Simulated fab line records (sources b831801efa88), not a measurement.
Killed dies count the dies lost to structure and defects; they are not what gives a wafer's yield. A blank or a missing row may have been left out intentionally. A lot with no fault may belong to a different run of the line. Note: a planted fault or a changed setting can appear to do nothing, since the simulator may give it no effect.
Chamber matching    flow sky130    SKY_VIA1_CMP_02 on cmp-01 has 4 sister chambers
The step polishes SiO2. 8 wafers are shown with their chamber, then 11 later ones without.

== WAFERS PAIRED WITH THEIR CHAMBERS ==
wafer   chamber  motorCurrentA (A)
L163.1  1        11.1
L163.3  3        13.6
L166.5  1        10.9
L166.6  2        13.9
L167.1  0        10.1
L167.2  2        15.2
L167.5  3        13.5
L168.1  0        10.3

== WAFERS WITHOUT THEIR CHAMBER ==
wafer   motorCurrentA (A)
L168.3  10.7
L168.4  12.8
L177.2  10.7
L177.4  13.0
L177.6  11.2
L180.2  10.0
L180.4  13.6
L180.5  10.7
L181.1  14.5
L181.3  13.1
L181.6  12.6

== EACH ONE'S CHAMBER ==
wafer   from the rows above      in truth
L168.3  can't be placed: 1 or 0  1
L168.4  3                        3
L177.2  can't be placed: 1 or 0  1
L177.4  3                        3
L177.6  can't be placed: 1 or 0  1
L180.2  can't be placed: 0 or 1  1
L180.4  can't be placed: 3 or 2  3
L180.5  can't be placed: 1 or 0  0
L181.1  can't be placed: 2 or 3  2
L181.3  3                        3
L181.6  can't be placed: 3 or 1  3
3 of 11 placed correctly. Not placeable from these rows: 8 (in 8, the candidates include the true chamber). 0 placed wrongly.
How it was worked out, from the rows above alone: a wafer's distance from a chamber is the root of the sum, over the readings, of the square of ((its reading less the chamber's mean) divided by the reading's scatter). If the next closest chamber is less than 2 further off than the closest, the wafer can't be placed; otherwise it belongs to the closest. For every chamber, the mean is computed from those of its wafers that are shown. How the scatter is found: for the shown wafers, subtract from each reading the mean of its chamber, square and add these, divide the total by (wafers less chambers), then take the root.
